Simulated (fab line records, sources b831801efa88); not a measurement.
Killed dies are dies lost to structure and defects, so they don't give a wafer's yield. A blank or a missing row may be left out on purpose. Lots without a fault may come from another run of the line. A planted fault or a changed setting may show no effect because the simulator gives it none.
Problem report in the 8D (eight disciplines) form, filled by code | flow sky130 | the parts of the form that need people (team, actions taken, sign-off) are left out

1. THE PROBLEM
LDD_HVP_TW at SKY_LDD_HVP_TW_MEAS_10 reads a mean of 364 on 6 wafers of 2 lots; wafers without a fault read 457 with a standard deviation of 9.1. That is -10 standard deviations from the usual mean.
First seen on wafer L414.1, day 24 15:15, on film_metro-04. The record holds 36 wafers of 12 lots with a number at this step. Rule for "out", or "out of limits": more than 4 standard deviations from the usual mean. The other wafers with a number count as sound.

2. WHAT IT IS AND WHAT IT IS NOT
question                    | is                     | is not
which readings at this step | LDD_HVP_TW             | -
which lots                  | L414, L416             | L409, L410, L413, L415, L424, L425, L426, L427, L428, L429
which wafers of those lots  | all that have a number | -
read on which gauges        | film_metro-04          | film_metro-01, film_metro-03
when                        | from day 24 15:15      | up to then (9 sound wafers); but 21 sound wafers of L415, L424, L425, L426, L427, L428, L429 came after

3. SUSPECTS, AND WHAT RULES EACH OUT
Counting: a tool at a process step up to the reading stays a suspect if it ran every lot that is out and no sound lot after the first of them.
- the gauge at SKY_LDD_HVP_TW_MEAS_10: ruled out. All the wafers that are out were read on film_metro-04, but those of them that SKY_LDD_HVP_IMPLANT_08 has rows for are out there too, on other tools.
- implanter-01 at SKY_LDD_HVP_IMPLANT_08: ruled out as a lasting fault. Sound lots L424, L426, L428, L429 ran on it after its first lot that is out, L414 (day 24 15:00).
Left after counting: nothing in the record.

4. THE CAUSE (what the simulator had put in)
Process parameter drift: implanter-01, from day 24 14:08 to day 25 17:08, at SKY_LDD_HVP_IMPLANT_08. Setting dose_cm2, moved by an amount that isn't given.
Counting ruled it out, wrongly: the rule takes a fault to strike every lot that its tool runs from its start on, and this one did not.

5. THE CHAIN OF EFFECTS, in route order
Each row: a reading whose mean over the struck wafers that have a number lies more than 3 standard deviations from the usual. Only readings for which the record gives a usual standard deviation are gone through. hours: the time from each lot's start at the first step in this table that gives one to its start at this step, as a median over the lots. sigmas: the change in usual standard deviations.
hours | step                   | reading            | usual      | on struck wafers | change      | sigmas
0     | SKY_LDD_HVP_IMPLANT_08 | dose_ions_cm2      | 1.7001e+13 | 8.6120e+12       | -8.3890e+12 | -99 or more
0     | SKY_LDD_HVP_IMPLANT_08 | faraday_current_uA | 96.3       | 48.9             | -47.4       | -28
0     | SKY_LDD_HVP_TW_MEAS_10 | LDD_HVP_TW         | 457        | 364              | -93         | -10
The process steps in it:
- SKY_LDD_HVP_IMPLANT_08

6. WHAT WOULD HAVE CAUGHT IT SOONER
In this record the first reading out of limits at a measuring or inspecting step was taken at day 24 15:15, 1 hour after the fault began at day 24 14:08.
The tool's own readings at SKY_LDD_HVP_IMPLANT_08 were out on every struck wafer that the step has a row for (dose_ions_cm2, faraday_current_uA): an alarm limit on them would have fired on the first of those.
